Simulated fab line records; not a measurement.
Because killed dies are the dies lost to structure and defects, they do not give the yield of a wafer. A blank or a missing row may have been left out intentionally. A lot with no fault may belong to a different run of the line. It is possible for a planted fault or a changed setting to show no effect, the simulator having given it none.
Split-lot trial + flow gf180mcu + on a route of 602 steps: 5 lots, 23 wafers read

## THE SPLIT
At GF_POLY_GATE_PEB_08 (peb time 90 s), the setting peb_temp_c was moved away from the recipe's 135 C on 11 of the 23 wafers read, by -2.1% to +2.9%. For the rest of the wafers, this setting stayed at what the recipe calls for.

## FROM THE SPLIT TO THE READING: what the file shows between them, 7 steps
- GF_POLY_GATE_DEVELOP_09: develop time 60 s
- GF_POLY_GATE_CD_MEAS_10: target cd 280 nm
- GF_POLY_GATE_ETCH_12: etches BARC in N2/H2
- GF_POLY_GATE_ETCH_13: etches poly-Si in HBr/Cl2, stops on SiO2, target depth 198.5 nm, time 69.6 s (also split here: bias_w)
- GF_POLY_GATE_STRIP_14: strips in O2/N2
- GF_POLY_GATE_CLEAN_15: cleans in SC1/SC2, time 150 s
- GF_POLY_GATE_OXIDATION_16: stabilise 600 s, purge 300 s, target thk 4 nm

## THE READING
cd_nm, in nm, at GF_POLY_GATE_CD_MEAS_18. On this fab line, fault-free wafers typically give 280.5 nm with a standard deviation of 2.2 nm.

| wafer  | tool, chamber at the split | peb_temp_c as run, C | against the recipe | cd_nm, nm | against lot-mates on the recipe |
|--------|----------------------------|----------------------|--------------------|-----------|---------------------------------|
| L074.1 | litho_track-03, 0          | 136.9                | +1.4%              | 276.9     | -4.3                            |
| L074.3 | litho_track-03, 0          | 135                  | recipe             | 282.1     | -                               |
| L074.4 | litho_track-03, 0          | 135                  | recipe             | 280.3     | -                               |
| L074.5 | litho_track-03, 0          | 136.9                | +1.4%              | 275.5     | -5.7                            |
| L074.6 | litho_track-03, 0          | 136.9                | +1.4%              | 278.1     | -3.1                            |
| L076.1 | litho_track-03, 0          | 132.1                | -2.1%              | 288.3     | +6.7                            |
| L076.2 | litho_track-03, 0          | 132.1                | -2.1%              | 291.7     | +10.1                           |
| L076.3 | litho_track-03, 0          | 132.1                | -2.1%              | 290.0     | +8.4                            |
| L076.5 | litho_track-03, 0          | 135                  | recipe             | 283.2     | -                               |
| L076.6 | litho_track-03, 0          | 135                  | recipe             | 280.1     | -                               |
| L078.1 | litho_track-03, 0          | 138.9                | +2.9%              | 272.4     | -10.4                           |
| L078.2 | litho_track-03, 0          | 135                  | recipe             | 282.7     | -                               |
| L078.3 | litho_track-03, 0          | 135                  | recipe             | 283.9     | -                               |
| L078.4 | litho_track-03, 0          | 135                  | recipe             | 281.8     | -                               |
| L078.5 | litho_track-03, 0          | 138.9                | +2.9%              | 271.3     | -11.5                           |
| L083.1 | litho_track-01, 0          | 133.7                | -1.0%              | 281.4     | +3.8                            |
| L083.2 | litho_track-01, 0          | 135                  | recipe             | 278.5     | -                               |
| L083.3 | litho_track-01, 0          | 133.7                | -1.0%              | 283.7     | +6.1                            |
| L083.4 | litho_track-01, 0          | 135                  | recipe             | 276.8     | -                               |
| L083.6 | litho_track-01, 0          | 133.7                | -1.0%              | 279.7     | +2.1                            |
| L084.1 | litho_track-02, 0          | 135                  | recipe             | 279.6     | -                               |
| L084.4 | litho_track-02, 0          | 135                  | recipe             | 281.1     | -                               |
| L084.6 | litho_track-02, 0          | 135                  | recipe             | 281.1     | -                               |

THE FIT
A straight line over all 23 wafers: cd_nm changes by -3.32 nm for each +1% of peb_temp_c; r = -0.91; the points scatter about the line by 2.1 nm.
The same after taking each lot's own level away (the mean of its wafers on the recipe; 23 wafers): -3.75 nm for each +1%; r = -0.97; scatter 1.2 nm.
Per that fit: largest peb_temp_c move, reading shift of 11 nm.
The lots' own levels span 277.65 to 282.80 nm, that is 2.3 times the standard deviation above.
Thus the slope moves with the lot-to-lot level: the two fits are different.
Check: with one of the wafers moved furthest among these (+2.9%) left out of the fit, the line predicts -10.7 nm for it against its lot-mates. It came out at -10.4 nm against them.

## OTHER SPLITS ON THESE WAFERS
Other splits were also applied to these wafers ahead of the reading. Each is held against what the fit with the lots' levels taken away leaves over:
| other split on the same wafers | wafers away from the commonest value | r with cd_nm (lot level and that fit taken away) |
|--------------------------------|--------------------------------------|--------------------------------------------------|
| GF_POLY_GATE_ETCH_13 bias_w    | 11                                   | -0.06                                            |

## THE WHOLE CHAIN: every reading that the file lists as answering this split, in the file's order
| step                    | what it does                                                                 | reading                                                          | change (the file's fit)              | r (the file's) |
|-------------------------|------------------------------------------------------------------------------|------------------------------------------------------------------|--------------------------------------|----------------|
| GF_POLY_GATE_CD_MEAS_10 | target cd 280 nm                                                             | cd_nm                                                            | -3.39 nm for each +1% of the setting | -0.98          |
| GF_POLY_GATE_ETCH_12    | etches BARC in N2/H2                                                         | POLY_GATE.cd_nm (the simulator's own value, which no gauge read) | -3.51 nm for each +1% of the setting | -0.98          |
| GF_POLY_GATE_ETCH_13    | etches poly-Si in HBr/Cl2, stops on SiO2, target depth 198.5 nm, time 69.6 s | POLY_GATE.cd_nm (the simulator's own value, which no gauge read) | -3.77 nm for each +1% of the setting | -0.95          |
| GF_POLY_GATE_CD_MEAS_18 |                                                                              | cd_nm                                                            | -3.74 nm for each +1% of the setting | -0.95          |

## THE FILE'S OWN FIT
cd_nm changes by -3.74 nm for each +1% of peb_temp_c, r = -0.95.
